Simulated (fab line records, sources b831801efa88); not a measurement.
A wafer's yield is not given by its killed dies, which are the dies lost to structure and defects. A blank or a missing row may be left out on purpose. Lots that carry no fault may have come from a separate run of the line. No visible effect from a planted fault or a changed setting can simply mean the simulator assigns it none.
Problem report in the 8D (eight disciplines) form, filled by code / flow sky130 / the parts of the form that need people (team, actions taken, sign-off) are left out

## 1. PROBLEM STATEMENT
At SKY_VIA3_ETCH_14, oes product au averages 0.972 a.u. over 2 wafers from 2 lots, while fault-free wafers read 0.855 a.u., standard deviation 0.0049. That puts it +24 standard deviations away from the usual mean.
The step: etches BARC in N2/H2, stops on SiO2, time 45.9 s, target depth 60 nm.
Earliest sighting: wafer L179.3 on rie diel-01 at day 44 04:46. Wafers with a number at this step in the record: 18, from 6 lots. Rule for "out" (also "out of limits"): further than 4 standard deviations from the usual mean. The other wafers with a number count as sound.

## 2. WHAT IT IS AND WHAT IT IS NOT
question=which readings at this step | is=oes product au, run length s | is not=chamber pressure mTorr, drypump motor current A, h2 flow sccm, throttle valve pct
question=which lots | is=L179, L180 | is not=L164, L168, L183, L184
question=which wafers of those lots | is=L179.3, L180.4 | is not=L179.4, L179.6, L180.2, L180.5
question=read on which tools | is=rie diel-01 | is not=rie diel-02, rie diel-03
question=when | is=from day 44 04:46 | is not=up to then (8 sound wafers); but 8 sound wafers of L180, L183, L184 came after

## 3. SUSPECTS, AND WHAT RULES EACH OUT
Counting: any tool at a process step up to the reading remains a suspect provided it ran every lot that is out. Sound lots after the first of them don't rule it out here, since some wafers of a struck lot are sound.
- cmp-01 at SKY_VIA3_CMP_02 (polishes SiO2): kept. It ran every lot that is out, first L179 (day 43 05:21).
- rie diel-01 at SKY_VIA3_ETCH_14 (etches BARC in N2/H2, stops on SiO2, time 45.9 s, target depth 60 nm): kept. Every lot that is out went through it, the first being L179 (day 44 04:46); the last sound lot it ran before that was L168 (day 41 04:40). On those wafers its own readings are out: oes product au, run length s.
- rie diel-01, SKY_VIA3_ETCH_14: wafers that are out in chamber 0, sound lot-mates in chambers 1, 3.
After counting, cmp-01 at SKY_VIA3_CMP_02 and rie diel-01 at SKY_VIA3_ETCH_14 remain.

## 4. THE CAUSE (what the simulator had put in)
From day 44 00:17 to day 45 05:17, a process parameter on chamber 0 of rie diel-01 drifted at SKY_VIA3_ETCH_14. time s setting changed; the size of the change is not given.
This tool is one of the 2 suspects left after counting.

## 5. THE CHAIN OF EFFECTS, in route order
One row per reading whose mean, taken over the struck wafers that have a number, lies over 3 standard deviations from the usual. Only readings whose record carries a usual standard deviation are examined. hours: median over the lots of the time between each lot's start at the first step of this table that gives one and its start at this step. sigmas: the change, counted in usual standard deviations.
hours=0; step=SKY_VIA3_ETCH_14; reading=oes product au; usual=0.855 a.u.; on struck wafers=0.972; change=+0.117; sigmas=+24
hours=0; step=SKY_VIA3_ETCH_14; reading=run length s; usual=74.2 s; on struck wafers=68.5; change=-5.7; sigmas=-9.6
Its process steps:
- SKY_VIA3_ETCH_14: etches BARC in N2/H2, stops on SiO2, time 45.9 s, target depth 60 nm.

## 6. HOW IT WOULD HAVE BEEN CAUGHT EARLIER
In this record no reading fell out of limits until day 44 04:46, 4 hours after the fault had begun at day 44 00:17.
